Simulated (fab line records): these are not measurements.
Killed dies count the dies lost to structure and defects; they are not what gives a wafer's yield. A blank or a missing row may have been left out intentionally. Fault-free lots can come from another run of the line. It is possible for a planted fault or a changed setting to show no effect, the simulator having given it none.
fab line records -- flow sky130
[record] lots = 12, wafers = 36, lastDay = 50
route steps=708 shown METAL4@631 VIA4@640 METAL5@677 PAD_OPEN@708
lots that met no fault: from a run of the same line without faults
startH: hours from the record's opening day to when the first of the lot's shown wafers began -- waitH: hours elapsed since this lot's preceding step -- " same as the row above -- L1.1+2: a row that stands for several wafers -- - value missing, or start not given -- * or withheld: withheld -- < > ~ a bound
route shown NAME@n: a module of which the file shows steps, and the number in the route of the first -- usual: average and standard deviation across the fault-free wafers -- same: alike in all rows -- chamber/n: place in a boat -- sites: each site's reading -- _std_site: standard deviation across them -- _edge_site: inner sites' mean taken away from outer sites' mean -- radiusMm: how far each site lies from the wafer's centre -- mask NAME#n: copy n -- behind: the most recent tool/chamber to have shaped the wafer -- hold: what put the lot on hold/how long, in hours/how the hold closed -- device: the transistor (n, p or np) that didn't switch -- end of line: tests of these same wafers at the route's end -- a step without rows: its recipe alone -- killed: at the first sort, the dies lost to defects and structure; wafer yield is something else -- map: shows each die of a wafer: x if killed, . if not, _ if none is there
set.NAME: the setting the step ran with; set.NAME@STEP: the setting that earlier step ran with -- model.NAME: the simulator's own value behind a step, which no gauge read
one table for each step of the route and one row for each wafer, over a sample of lots
services: a tool's chamber out of use, with start hour (startH, from the record's first day; less than 0 if before it), hours out, and reason
[[steps]]
[step SKY_METAL4_DESCUM_15]
[recipe] chemistry = O2, sourcePowerW = 150, biasPowerW = 0, pressureMtorr = 10, tempC = 40, timeS = 8
[usual] drypumpMotorCurrentA = 5.6/0.48, oesProductAu = 0.997/0.0076
lot.wafer,tool,chamber,startH,waitH,drypumpMotorCurrentA,oesProductAu,rfHoursCounterH
L669.1,rieMetal-01,0,977.49,0.0,5.4,0.998,10
L669.2,rieMetal-01,1,977.49,0.0,5.8,1.005,13
L669.5,rieMetal-01,1,977.49,0.0,5.8,0.991,-
L671.1,rieMetal-03,1,993.74,0.0,6.5,1.003,9
L671.3,rieMetal-03,1,993.74,0.0,6.5,0.989,-
L671.5,rieMetal-03,0,993.74,0.0,5.5,0.990,-
L674.2,rieMetal-01,0,1019.97,0.0,5.3,0.986,13
L674.4,rieMetal-01,0,1019.97,0.0,5.3,0.993,-
L674.5,rieMetal-01,1,1019.97,0.0,5.8,1.002,-
L673.3,rieMetal-03,1,1021.28,0.0,6.5,1.005,-
L673.4,rieMetal-03,0,1021.28,0.0,5.6,0.995,-
L673.6,rieMetal-03,1,1021.28,0.0,6.5,0.985,-
L675.1,rieMetal-02,1,1030.55,0.0,5.1,0.994,19
L675.4,rieMetal-02,1,1030.55,0.0,5.0,1.004,-
L675.5,rieMetal-02,0,1030.55,0.0,5.3,1.003,-
L676.3,rieMetal-03,0,1036.91,0.0,5.6,1.006,-
L676.5,rieMetal-03,0,1036.91,0.0,5.6,1.003,-
L676.6,rieMetal-03,1,1036.91,0.0,6.5,0.993,-
L677.1,rieMetal-01,0,1038.20,0.0,5.4,0.998,14
L677.3,rieMetal-01,0,1038.20,0.0,5.4,0.993,-
L677.5,rieMetal-01,1,1038.20,0.0,5.8,0.988,-
L680.1,rieMetal-02,0,1055.27,0.0,5.3,1.005,10
L680.3,rieMetal-02,0,1055.27,0.0,5.3,0.994,-
L680.4,rieMetal-02,1,1055.27,0.0,5.1,0.994,-
L681.1,rieMetal-02,0,1061.40,0.0,5.3,0.995,10
L681.2,rieMetal-02,1,1061.40,0.0,5.0,0.994,21
L681.6,rieMetal-02,1,1061.40,0.0,5.0,0.993,-
L684.3,rieMetal-03,0,1081.46,0.0,5.6,1.013,-
L684.4,rieMetal-03,1,1081.46,0.0,6.5,1.005,-
L684.5,rieMetal-03,0,1081.46,0.0,5.6,1.010,-
L687.2,rieMetal-03,0,1101.85,0.0,5.5,1.004,13
L687.5,rieMetal-03,0,1101.85,0.0,5.6,1.015,-
L687.6,rieMetal-03,1,1101.85,0.0,6.5,1.002,-
L692.1,rieMetal-02,0,1122.80,0.0,5.3,0.999,15
L692.2,rieMetal-02,1,1122.80,0.0,5.1,0.990,26
L692.4,rieMetal-02,1,1122.80,0.0,5.1,0.998,-
[step SKY_VIA4_THK_MEAS_01]
[recipe] reads = SiO2_of_VIA4_HDPCVD_00
[usual] VIA4_HDPCVD_THK = 1747/18
lot.wafer,tool,chamber,startH,waitH,VIA4_HDPCVD_THK[nm]
L669.1,filmMetro-01,-,978.60,0.1,1718
L669.2,filmMetro-01,-,978.60,0.1,1739
L669.5,filmMetro-01,-,978.60,0.1,1734
L671.1,filmMetro-02,-,994.85,0.1,1733
L671.3,filmMetro-02,-,994.85,0.1,1749
L671.5,filmMetro-02,-,994.85,0.1,1755
L674.2,filmMetro-03,-,1021.08,0.1,1742
L674.4,filmMetro-03,-,1021.08,0.1,1759
L674.5,filmMetro-03,-,1021.08,0.1,1766
L673.3,filmMetro-03,-,1022.42,0.1,1761
L673.4,filmMetro-03,-,1022.42,0.1,1757
L673.6,filmMetro-03,-,1022.42,0.1,1731
L675.1,filmMetro-03,-,1031.65,0.1,1749
L675.4,filmMetro-03,-,1031.65,0.1,1775
L675.5,filmMetro-03,-,1031.65,0.1,1730
L676.3,filmMetro-03,-,1038.05,0.1,1763
L676.5,filmMetro-03,-,1038.05,0.1,1748
L676.6,filmMetro-03,-,1038.05,0.1,1765
L677.1,filmMetro-02,-,1039.30,0.1,1766
L677.3,filmMetro-02,-,1039.30,0.1,1779
L677.5,filmMetro-02,-,1039.30,0.1,1777
L680.1,filmMetro-02,-,1056.45,0.2,1752
L680.3,filmMetro-02,-,1056.45,0.2,1768
L680.4,filmMetro-02,-,1056.45,0.2,1760
L681.1,filmMetro-03,-,1062.50,0.1,1753
L681.2,filmMetro-03,-,1062.50,0.1,1758
L681.6,filmMetro-03,-,1062.50,0.1,1732
L684.3,filmMetro-03,-,1082.56,0.1,1709
L684.4,filmMetro-03,-,1082.56,0.1,1733
L684.5,filmMetro-03,-,1082.56,0.1,1729
L687.2,filmMetro-03,-,1102.97,0.1,1714
L687.5,filmMetro-03,-,1102.97,0.1,1728
L687.6,filmMetro-03,-,1102.97,0.1,1753
L692.1,filmMetro-02,-,1123.94,0.1,1765
L692.2,filmMetro-02,-,1123.94,0.1,1766
L692.4,filmMetro-02,-,1123.94,0.1,1741
[step SKY_VIA4_CMP_21]
[recipe] stopOn = SiO2, tOverpolishS = 25, downForcePsi = 3.5, platenRpm = 60, targetThkNm = 0, padVelocityMS = 0.94248
[usual] motorCurrentA = 10.4/0.83, overpolishRunS = 25.001/0.0096, platenRpm = 60.00/0.039, timeToEndpointS = 123/4.1
lot.wafer,tool,chamber,startH,waitH,motorCurrentA,overpolishRunS,platenRpm,timeToEndpointS
L669.2,cmp-02,1,1002.88,0.5,10.0,25.001,59.96,129
L669.1,cmp-02,3,1002.88,0.5,10.8,25.014,59.96,127
L669.5,cmp-02,0,1002.88,0.5,10.2,24.993,60.00,130
L671.1,cmp-01,0,1018.93,0.1,11.0,24.992,60.05,124
L671.3,cmp-01,1,1018.93,0.1,10.2,25.013,59.92,125
L671.5,cmp-01,0,1018.93,0.1,10.9,24.996,60.07,120
L674.2,cmp-01,1,1045.11,0.0,9.5,25.006,60.08,119
L674.4,cmp-01,0,1045.11,0.0,11.5,25.004,59.95,119
L674.5,cmp-01,1,1045.11,0.0,10.2,25.005,60.04,121
L673.3,cmp-02,2,1046.18,0.0,9.0,25.001,60.07,124
L673.4,cmp-02,0,1046.18,0.0,9.9,24.985,60.00,130
L673.6,cmp-02,3,1046.18,0.0,10.8,24.990,60.02,127
L675.4,cmp-01,2,1055.30,0.1,11.6,24.995,60.02,122
L675.1,cmp-01,3,1055.30,0.1,11.9,25.001,60.01,122
L675.5,cmp-01,1,1055.30,0.1,10.5,24.983,60.02,121
L676.3,cmp-02,0,1061.52,0.2,10.1,25.006,59.98,130
L676.6,cmp-02,1,1061.52,0.2,10.6,25.003,60.02,123
L676.5,cmp-02,2,1061.52,0.2,8.7,25.015,60.01,127
L677.3,cmp-01,3,1062.93,0.0,10.9,25.009,59.98,121
L677.1,cmp-01,2,1062.93,0.0,11.5,24.999,60.03,119
L677.5,cmp-01,0,1062.93,0.0,11.5,25.010,59.89,121
L680.4,cmp-01,0,1078.63,0.1,11.2,25.008,65.92,114
L680.3,cmp-01,1,1078.63,0.1,10.0,24.990,59.96,123
L680.1,cmp-01,2,1078.63,0.1,11.5,25.015,60.04,118
L681.1,cmp-01,0,1084.81,0.4,10.7,24.992,65.96,116
L681.2,cmp-01,2,1084.81,0.4,11.3,25.021,60.01,119
L681.6,cmp-01,0,1084.81,0.4,11.3,25.003,65.99,114
L684.4,cmp-02,1,1104.10,0.0,10.2,25.018,60.02,122
L684.3,cmp-02,2,1104.10,0.0,9.0,25.014,59.99,122
L684.5,cmp-02,1,1104.10,0.0,9.9,24.997,60.02,120
L687.2,cmp-02,0,1124.13,0.1,9.9,25.009,60.07,120
L687.5,cmp-02,0,1124.13,0.1,9.8,25.001,59.95,119
L687.6,cmp-02,1,1124.13,0.1,10.1,25.002,59.97,125
L692.4,cmp-02,1,1143.93,0.0,10.0,25.017,60.06,116
L692.1,cmp-02,2,1143.93,0.0,8.7,24.999,59.99,117
L692.2,cmp-02,3,1143.93,0.0,10.6,24.989,60.04,125
[step SKY_METAL5_STRIP_16]
[recipe] chemistry = O2/N2, powerW = 1400, pressureMtorr = 1500, platenTempC = withheld, o2FlowSccm = 3000, n2FlowSccm = 300, overashFraction = 0.5
[usual] drypumpMotorCurrentA = 5.54/0.24, oesProductAu = 0.710/0.0047, stripTimeToEndpointS = 13.11/0.12
lot.wafer,tool,chamber,startH,waitH,drypumpMotorCurrentA,oesProductAu,rfHoursCounterH,stripTimeToEndpointS
L669.1,plasmaAsher-02,0,1026.26,0.2,5.72,0.712,121,13.07
L669.2,plasmaAsher-02,1,1026.26,0.2,5.51,0.708,121,12.84
L669.5,plasmaAsher-02,0,1026.26,0.2,5.71,0.712,-,13.18
L671.1,plasmaAsher-01,0,1042.05,0.2,5.81,0.711,90,13.28
L671.3,plasmaAsher-01,1,1042.05,0.2,5.54,0.710,-,13.26
L671.5,plasmaAsher-01,1,1042.05,0.2,5.53,0.719,-,13.17
L674.2,plasmaAsher-02,1,1067.04,0.2,5.43,0.711,0,13.05
L674.4,plasmaAsher-02,1,1067.04,0.2,5.47,0.708,-,13.11
L674.5,plasmaAsher-02,0,1067.04,0.2,5.70,0.710,-,12.90
L673.3,plasmaAsher-01,0,1067.59,0.1,5.85,0.719,-,13.10
L673.4,plasmaAsher-01,1,1067.59,0.1,5.54,0.715,-,13.06
L673.6,plasmaAsher-01,1,1067.59,0.1,5.53,0.710,-,13.09
L675.1,plasmaAsher-01,1,1076.81,0.2,5.51,0.710,96,13.04
L675.4,plasmaAsher-01,1,1076.81,0.2,5.52,0.712,-,13.04
L675.5,plasmaAsher-01,0,1076.81,0.2,5.83,0.702,-,13.05
L676.3,plasmaAsher-04,1,1082.21,0.1,5.74,0.714,-,13.10
L676.5,plasmaAsher-04,1,1082.21,0.1,5.72,0.706,-,13.10
L676.6,plasmaAsher-04,0,1082.21,0.1,5.14,0.716,-,13.10
L677.1,plasmaAsher-01,1,1084.46,0.2,5.52,0.705,97,13.26
L677.3,plasmaAsher-01,1,1084.46,0.2,5.53,0.709,-,13.13
L677.5,plasmaAsher-01,1,1084.46,0.2,5.54,0.708,-,13.23
L680.1,plasmaAsher-04,1,1099.58,0.2,5.71,0.710,34,12.99
L680.3,plasmaAsher-04,0,1099.58,0.2,5.10,0.709,-,13.08
L680.4,plasmaAsher-04,1,1099.58,0.2,5.70,0.705,-,13.07
L681.1,plasmaAsher-04,0,1105.66,0.2,5.09,0.721,34,13.12
L681.2,plasmaAsher-04,1,1105.66,0.2,5.71,0.709,34,13.18
L681.6,plasmaAsher-04,1,1105.66,0.2,5.72,0.706,-,13.06
L684.3,plasmaAsher-02,1,1125.04,0.1,5.47,0.711,-,13.24
L684.4,plasmaAsher-02,0,1125.04,0.1,5.69,0.708,-,13.05
L684.5,plasmaAsher-02,1,1125.04,0.1,5.48,0.715,-,13.19
L687.2,plasmaAsher-02,0,1143.76,0.2,5.68,0.710,8,13.27
L687.5,plasmaAsher-02,1,1143.76,0.2,5.51,0.706,-,13.23
L687.6,plasmaAsher-02,0,1143.76,0.2,5.69,0.706,-,13.27
L692.1,plasmaAsher-04,0,1162.31,0.2,5.12,0.705,40,13.14
L692.2,plasmaAsher-04,1,1162.31,0.2,5.71,0.714,40,13.22
L692.4,plasmaAsher-04,1,1162.31,0.2,5.72,0.718,-,13.25
[step SKY_PAD_OPEN_PROBE_99]
[usual] defectLimitedYield = 82.2/1.9, killed_at_M0_to_M3 = 44/6.9, killed_at_M4_up = 3.3/1.8, killedAtContacts = 24/5, killedAtFrontEnd = 16/4.6, killedAtOther = 0.2/0.42, killedDies = 88/9.2, killedOpen = 48/7.3, killedShort = 40/6.5, sort_bin_3_pad_short = 0.9/0.43, sort_bin_5_function = 10.6/1.5, sort_bin_6_memory = 6.4/1.1, sortNPass = 404/9.2, sortYieldPct = 82.2/1.9
[same] grossDies = 492, killedAtBackSide = 0, sort_bin_4_leakage[%] = 0, sort_bin_8_speed[%] = 0
lot.wafer,tool,chamber,startH,waitH,defectLimitedYield[%],killed_at_M0_to_M3,killed_at_M4_up,killedAtContacts,killedAtFrontEnd,killedAtOther,killedDies,killedOpen,killedShort,sort_bin_3_pad_short[%],sort_bin_5_function[%],sort_bin_6_memory[%],sortNPass,sortYieldPct[%]
L669.1,prober-01,-,1072.33,0.1,82.7,45,4,23,13,0,85,40,45,1.6,8.7,6.9,407,82.7
L669.2,prober-01,-,1072.38,0.1,80.5,47,8,27,14,0,96,48,48,0.8,10.4,8.3,396,80.5
L669.5,prober-01,-,1072.53,0.2,78.5,53,5,30,18,0,106,55,51,1.4,11.2,8.9,386,78.5
L671.1,prober-01,-,1087.08,0.1,82.7,44,3,24,13,1,85,36,49,0.4,11.0,5.9,407,82.7
L671.3,prober-01,-,1087.18,0.2,79.3,53,6,28,15,0,102,50,52,0.6,14.4,5.7,390,79.3
L671.5,prober-01,-,1087.28,0.2,80.3,50,7,28,12,0,97,51,46,0.8,12.0,6.9,395,80.3
L674.2,prober-01,-,1111.15,0.1,83.3,40,4,18,20,0,82,52,30,0.4,10.2,6.1,410,83.3
L674.4,prober-01,-,1111.25,0.2,81.9,39,4,29,17,0,89,40,48,0.4,10.2,7.5,403,81.9
L674.5,prober-01,-,1111.30,0.2,81.5,44,3,21,22,1,91,52,39,1.2,12.2,5.1,401,81.5
L673.3,prober-02,-,1112.29,0.2,83.3,35,3,25,19,0,82,44,38,0.4,10.4,5.9,410,83.3
L673.4,prober-02,-,1112.34,0.2,81.3,48,4,21,19,0,92,51,40,1.0,9.8,7.9,400,81.3
L673.6,prober-02,-,1112.44,0.2,84.6,39,3,20,14,0,76,40,35,0.8,9.3,5.3,416,84.6
L675.1,prober-01,-,1120.61,0.1,81.1,51,2,30,10,0,93,54,39,0.6,9.3,8.9,399,81.1
L675.4,prober-01,-,1120.76,0.2,84.6,42,3,24,7,0,76,43,33,0.8,8.3,6.3,416,84.6
L675.5,prober-01,-,1120.81,0.2,85.6,32,3,23,12,1,71,38,33,1.0,8.5,4.9,421,85.6
L676.3,prober-02,-,1125.75,0.2,82.3,49,3,24,11,0,87,56,31,0.8,11.0,5.9,405,82.3
L676.5,prober-02,-,1125.85,0.2,83.3,50,2,16,14,0,82,41,41,0.8,10.0,5.9,410,83.3
L676.6,prober-02,-,1125.90,0.2,82.5,39,4,28,15,0,86,53,33,0.2,10.6,6.7,406,82.5
L677.1,prober-01,-,1128.72,0.1,80.3,50,4,23,20,0,97,51,45,1.2,12.8,5.7,395,80.3
L677.3,prober-01,-,1128.82,0.2,85.0,45,0,17,12,0,74,39,35,0.6,9.8,4.7,418,85.0
L677.5,prober-01,-,1128.92,0.2,83.3,38,4,27,12,1,82,38,44,1.6,9.1,5.9,410,83.3
L680.1,prober-02,-,1141.62,0.1,83.7,44,3,20,13,0,80,41,39,0.8,9.1,6.3,412,83.7
L680.3,prober-02,-,1141.72,0.2,80.5,46,3,25,22,0,96,54,42,1.2,10.8,7.5,396,80.5
L680.4,prober-02,-,1141.77,0.2,83.1,38,3,24,18,0,83,47,36,1.2,9.6,6.1,409,83.1
L681.1,prober-01,-,1147.82,0.1,85.2,41,2,16,13,1,73,46,27,0.2,8.5,6.1,419,85.2
L681.2,prober-01,-,1147.87,0.1,80.9,37,8,30,19,0,94,65,29,0,11.2,7.9,398,80.9
L681.6,prober-01,-,1148.07,0.2,81.3,38,5,29,20,0,92,56,36,0.4,11.2,7.1,400,81.3
L684.3,prober-02,-,1164.85,0.2,81.5,49,8,17,17,0,91,41,50,0.8,12.8,4.9,401,81.5
L684.4,prober-02,-,1164.90,0.2,80.3,45,1,40,11,0,97,62,35,0,12.6,7.1,395,80.3
L684.5,prober-02,-,1164.95,0.2,80.9,45,6,25,18,0,94,47,47,0.6,10.0,8.5,398,80.9
L687.2,prober-02,-,1181.05,0.1,80.9,48,3,25,18,0,94,60,34,0.6,11.8,6.7,398,80.9
L687.5,prober-02,-,1181.20,0.2,83.1,33,4,22,24,0,83,41,42,0.8,10.8,5.3,409,83.1
L687.6,prober-02,-,1181.25,0.2,83.5,47,5,17,12,0,81,48,32,1.6,8.7,6.1,411,83.5
L692.1,prober-02,-,1198.14,0.1,82.9,35,6,27,16,0,84,54,30,0.6,12.8,3.7,408,82.9
L692.2,prober-02,-,1198.19,0.1,81.3,42,2,36,11,1,92,51,40,1.4,10.2,7.1,400,81.3
L692.4,prober-02,-,1198.29,0.2,80.9,50,2,29,13,0,94,53,41,0.6,12.2,6.3,398,80.9
// killed by level:class
L669.1 VIA1:geometricParticle:open=10 CONTACT:geometricParticle:open=9 METAL2:geometricParticle:short=9 CONTACT:geometricParticle:short=7 FIELD_ISO:geometricParticle:short=5 METAL1:geometricParticle:short=5 LOCAL_INTERCONNECT:geometricParticle:short=4 VIA1:geometricParticle:short=4
L669.2 CONTACT:geometricParticle:open=18 VIA1:geometricParticle:short=11 VIA1:geometricParticle:open=8 VIA3:geometricParticle:short=6 POLY_GATE:geometricParticle:open=5 CONTACT:geometricParticle:short=5 METAL1:geometricParticle:short=5 METAL4:geometricParticle:short=5
L669.5 VIA1:geometricParticle:open=10 CONTACT:geometricParticle:open=10 LI_CONTACT:geometricParticle:open=9 CONTACT:geometricParticle:short=7 METAL1:geometricParticle:short=7 VIA2:geometricParticle:open=7 FIELD_ISO:geometricParticle:open=6 METAL2:geometricParticle:short=6
L671.1 CONTACT:geometricParticle:open=11 METAL2:geometricParticle:short=11 VIA1:geometricParticle:short=8 VIA2:geometricParticle:open=7 POLY_GATE:geometricParticle:short=6 LI_CONTACT:geometricParticle:short=5 LI_CONTACT:geometricParticle:open=4 LOCAL_INTERCONNECT:geometricParticle:short=4
L671.3 VIA1:geometricParticle:open=12 CONTACT:geometricParticle:open=11 METAL1:geometricParticle:short=7 VIA1:geometricParticle:short=7 VIA2:geometricParticle:open=6 CONTACT:geometricParticle:short=6 VIA3:geometricParticle:open=6 LOCAL_INTERCONNECT:geometricParticle:short=5
L671.5 CONTACT:geometricParticle:open=13 VIA3:geometricParticle:open=11 VIA1:geometricParticle:open=9 METAL2:geometricParticle:short=8 CONTACT:geometricParticle:short=7 METAL1:geometricParticle:short=7 VIA2:geometricParticle:short=5 POLY_GATE:geometricParticle:open=4
L674.2 VIA2:geometricParticle:open=9 VIA3:geometricParticle:open=8 LI_CONTACT:geometricParticle:open=8 VIA1:geometricParticle:open=7 CONTACT:geometricParticle:open=6 FIELD_ISO:geometricParticle:short=5 POLY_GATE:geometricParticle:open=4 POLY_GATE:geometricParticle:short=4
L674.4 LI_CONTACT:geometricParticle:open=8 CONTACT:geometricParticle:short=8 CONTACT:geometricParticle:open=7 VIA1:geometricParticle:short=7 VIA2:geometricParticle:open=7 FIELD_ISO:geometricParticle:short=4 POLY_GATE:geometricParticle:short=4 VIA1:geometricParticle:open=4
L674.5 CONTACT:geometricParticle:open=12 VIA1:geometricParticle:open=12 FIELD_ISO:geometricParticle:open=7 POLY_GATE:geometricParticle:short=7 VIA2:geometricParticle:open=7 POLY_GATE:geometricParticle:open=5 METAL1:geometricParticle:short=5 METAL2:geometricParticle:short=5
L673.3 CONTACT:geometricParticle:open=9 VIA1:geometricParticle:open=7 CONTACT:geometricParticle:short=6 METAL1:geometricParticle:short=6 FIELD_ISO:geometricParticle:open=5 METAL2:geometricParticle:short=5 POLY_GATE:geometricParticle:short=4 LI_CONTACT:geometricParticle:open=4
L673.4 VIA2:geometricParticle:open=10 CONTACT:geometricParticle:open=9 METAL1:geometricParticle:short=7 LI_CONTACT:geometricParticle:open=6 VIA1:geometricParticle:open=6 VIA3:geometricParticle:open=6 FIELD_ISO:geometricParticle:open=5 VIA1:geometricParticle:short=5
L673.6 VIA1:geometricParticle:open=7 CONTACT:geometricParticle:open=6 VIA2:geometricParticle:open=6 LI_CONTACT:geometricParticle:open=5 VIA3:geometricParticle:open=5 POLY_GATE:geometricParticle:open=4 CONTACT:geometricParticle:short=4 METAL1:geometricParticle:short=4
L675.1 VIA1:geometricParticle:open=13 CONTACT:geometricParticle:open=12 VIA2:geometricParticle:open=11 LI_CONTACT:geometricParticle:open=7 METAL2:geometricParticle:short=7 VIA3:geometricParticle:open=6 FIELD_ISO:geometricParticle:short=4 CONTACT:geometricParticle:short=4
L675.4 VIA1:geometricParticle:open=13 CONTACT:geometricParticle:open=9 LI_CONTACT:geometricParticle:open=5 VIA3:geometricParticle:open=5 VIA2:geometricParticle:open=5 VIA2:geometricParticle:short=5 METAL1:geometricParticle:short=4 LOCAL_INTERCONNECT:geometricParticle:short=4
L675.5 LI_CONTACT:geometricParticle:open=8 VIA2:geometricParticle:open=8 VIA1:geometricParticle:open=7 LI_CONTACT:geometricParticle:short=5 CONTACT:geometricParticle:open=5 FIELD_ISO:geometricParticle:open=4 LOCAL_INTERCONNECT:geometricParticle:short=4 METAL2:geometricParticle:short=4
L676.3 CONTACT:geometricParticle:open=13 VIA1:geometricParticle:open=12 METAL3:geometricParticle:short=7 FIELD_ISO:geometricParticle:open=5 POLY_GATE:geometricParticle:open=5 VIA3:geometricParticle:open=5 VIA2:geometricParticle:open=5 LI_CONTACT:geometricParticle:open=4
L676.5 METAL2:geometricParticle:short=13 VIA3:geometricParticle:open=10 VIA1:geometricParticle:open=9 VIA1:geometricParticle:short=8 POLY_GATE:geometricParticle:open=6 LI_CONTACT:geometricParticle:open=6 CONTACT:geometricParticle:open=5 VIA3:geometricParticle:short=4
L676.6 LI_CONTACT:geometricParticle:open=11 CONTACT:geometricParticle:open=10 VIA1:geometricParticle:open=10 METAL1:geometricParticle:short=5 VIA3:geometricParticle:open=5 POLY_GATE:geometricParticle:short=4 LOCAL_INTERCONNECT:geometricParticle:short=4 FIELD_ISO:geometricParticle:short=3
L677.1 VIA1:geometricParticle:open=10 CONTACT:geometricParticle:open=9 LI_CONTACT:geometricParticle:open=8 METAL3:geometricParticle:short=8 POLY_GATE:geometricParticle:open=7 VIA2:geometricParticle:open=5 METAL1:geometricParticle:short=5 VIA1:geometricParticle:short=5
L677.3 VIA1:geometricParticle:open=12 VIA2:geometricParticle:open=7 METAL1:geometricParticle:short=6 VIA3:geometricParticle:open=6 VIA1:geometricParticle:short=5 CONTACT:geometricParticle:open=5 CONTACT:geometricParticle:short=4 FIELD_ISO:geometricParticle:short=3
L677.5 CONTACT:geometricParticle:open=12 LOCAL_INTERCONNECT:geometricParticle:short=7 VIA1:geometricParticle:open=7 METAL2:geometricParticle:short=6 FIELD_ISO:geometricParticle:short=5 POLY_GATE:geometricParticle:short=4 METAL1:geometricParticle:short=4 VIA2:geometricParticle:open=4
L680.1 VIA2:geometricParticle:open=12 VIA1:geometricParticle:short=7 CONTACT:geometricParticle:open=6 VIA1:geometricParticle:open=6 METAL1:geometricParticle:short=6 LOCAL_INTERCONNECT:geometricParticle:short=5 VIA3:geometricParticle:open=5 FIELD_ISO:geometricParticle:open=4
L680.3 VIA1:geometricParticle:open=11 CONTACT:geometricParticle:open=10 FIELD_ISO:geometricParticle:open=9 VIA2:geometricParticle:short=8 FIELD_ISO:geometricParticle:short=6 VIA2:geometricParticle:open=6 VIA3:geometricParticle:open=6 LI_CONTACT:geometricParticle:open=5
L680.4 CONTACT:geometricParticle:open=13 METAL2:geometricParticle:short=8 FIELD_ISO:geometricParticle:open=6 VIA1:geometricParticle:short=6 VIA3:geometricParticle:open=6 FIELD_ISO:geometricParticle:short=4 LI_CONTACT:geometricParticle:open=4 VIA1:geometricParticle:open=4
L681.1 VIA1:geometricParticle:open=13 CONTACT:geometricParticle:open=11 VIA3:geometricParticle:open=5 FIELD_ISO:geometricParticle:open=4 METAL1:geometricParticle:short=4 VIA2:geometricParticle:open=4 METAL3:geometricParticle:short=4 LI_CONTACT:geometricParticle:open=3
L681.2 VIA1:geometricParticle:open=13 CONTACT:geometricParticle:open=10 LI_CONTACT:geometricParticle:open=9 VIA2:geometricParticle:open=8 FIELD_ISO:geometricParticle:open=6 VIA3:geometricParticle:open=6 METAL4:geometricParticle:short=5 LOCAL_INTERCONNECT:geometricParticle:open=4
L681.6 VIA1:geometricParticle:open=16 CONTACT:geometricParticle:open=14 LI_CONTACT:geometricParticle:open=8 POLY_GATE:geometricParticle:short=6 FIELD_ISO:geometricParticle:short=5 VIA2:geometricParticle:short=5 VIA2:geometricParticle:open=4 METAL4:geometricParticle:short=4
L684.3 VIA1:geometricParticle:open=10 CONTACT:geometricParticle:open=8 METAL1:geometricParticle:short=8 METAL4:geometricParticle:short=7 VIA1:geometricParticle:short=6 METAL2:geometricParticle:short=6 VIA2:geometricParticle:open=5 FIELD_ISO:geometricParticle:open=4
L684.4 CONTACT:geometricParticle:open=13 VIA2:geometricParticle:open=13 VIA1:geometricParticle:open=10 CONTACT:geometricParticle:short=10 LI_CONTACT:geometricParticle:open=8 LOCAL_INTERCONNECT:geometricParticle:short=8 VIA3:geometricParticle:open=7 VIA1:geometricParticle:short=5
L684.5 VIA1:geometricParticle:open=11 VIA1:geometricParticle:short=10 CONTACT:geometricParticle:open=10 METAL1:geometricParticle:short=6 FIELD_ISO:geometricParticle:open=5 METAL2:geometricParticle:short=5 LI_CONTACT:geometricParticle:open=4 LOCAL_INTERCONNECT:geometricParticle:short=4
L687.2 LI_CONTACT:geometricParticle:open=12 VIA1:geometricParticle:open=9 POLY_GATE:geometricParticle:short=7 VIA3:geometricParticle:open=7 METAL1:geometricParticle:short=6 CONTACT:geometricParticle:open=6 METAL3:geometricParticle:open=5 METAL2:geometricParticle:short=4
L687.5 VIA1:geometricParticle:open=7 POLY_GATE:geometricParticle:short=6 LI_CONTACT:geometricParticle:open=6 VIA2:geometricParticle:open=6 FIELD_ISO:geometricParticle:short=5 LOCAL_INTERCONNECT:geometricParticle:short=5 CONTACT:geometricParticle:open=5 METAL2:geometricParticle:short=5
L687.6 VIA1:geometricParticle:open=12 VIA2:geometricParticle:open=11 CONTACT:geometricParticle:open=9 VIA3:geometricParticle:open=7 METAL1:geometricParticle:short=5 METAL2:geometricParticle:short=5 FIELD_ISO:geometricParticle:short=4 METAL4:geometricParticle:short=3
L692.1 CONTACT:geometricParticle:open=15 POLY_GATE:geometricParticle:open=8 VIA1:geometricParticle:open=8 VIA2:geometricParticle:open=7 VIA3:geometricParticle:open=7 METAL4:geometricParticle:short=6 LI_CONTACT:geometricParticle:open=4 LOCAL_INTERCONNECT:geometricParticle:short=4
L692.2 CONTACT:geometricParticle:open=16 VIA1:geometricParticle:open=8 LOCAL_INTERCONNECT:geometricParticle:short=7 CONTACT:geometricParticle:short=7 METAL1:geometricParticle:short=6 VIA2:geometricParticle:open=6 VIA3:geometricParticle:open=6 FIELD_ISO:geometricParticle:short=4
L692.4 VIA1:geometricParticle:open=14 CONTACT:geometricParticle:open=13 VIA1:geometricParticle:short=8 LI_CONTACT:geometricParticle:open=6 METAL1:geometricParticle:short=6 VIA2:geometricParticle:open=6 FIELD_ISO:geometricParticle:open=5 CONTACT:geometricParticle:short=5
[[services]]
tool,chamber,startH,hours,kind
plasmaAsher-04,-,969.31,1.4,repair
rieMetal-01,1,977.83,9.0,repair
cmp-02,-,982.77,2.4,repair
cmp-01,-,992.93,3.7,pm
cmp-02,-,1013.33,3.2,repair
cmp-02,-,1033.50,0.3,repair
plasmaAsher-04,-,1045.34,14.6,pm
rieMetal-03,-,1050.13,0.5,repair
plasmaAsher-02,-,1055.35,9.0,pm
cmp-01,-,1057.07,0.8,repair
plasmaAsher-04,-,1065.75,1.9,repair
plasmaAsher-04,-,1072.80,6.1,repair
cmp-02,-,1084.32,4.0,pm
cmp-02,-,1088.32,-,consumableReplace:conditioner
cmp-02,-,1088.32,-,consumableReplace:pad
cmp-01,-,1088.56,7.7,pm
cmp-02,-,1117.87,0.4,repair
plasmaAsher-01,-,1121.31,2.8,pm
cmp-02,-,1127.09,6.0,pm
cmp-01,-,1127.79,1.4,repair
rieMetal-02,1,1131.46,2.0,repair
cmp-01,-,1145.68,0.6,repair
cmp-02,-,1146.77,7.6,pm
cmp-02,-,1155.77,11.0,repair
[[key]]
[firstSign] step = SKY_VIA4_CMP_21, reading = platenRpm, direction = up, sigmas = 99+, usual = 60.00, struck = 65.96
effect none on later readings
metAt SKY_VIA4_CMP_21
struckLots L680,L681
struckWafers L680.4,L681.1,L681.6
notActingAt SKY_METAL4_DESCUM_15,SKY_VIA4_THK_MEAS_01,SKY_METAL5_STRIP_16
onsetBetween 1062.93 1078.63
[fault] kind = processParameterDrift, tool = cmp-01, chamber = 0, onsetH = 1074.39, steps = SKY_VIA4_CMP_21, channel = platenRpm, offset = 6, shape = step, endH = 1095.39, actsIn = theseRecipesOnly, stated = 60
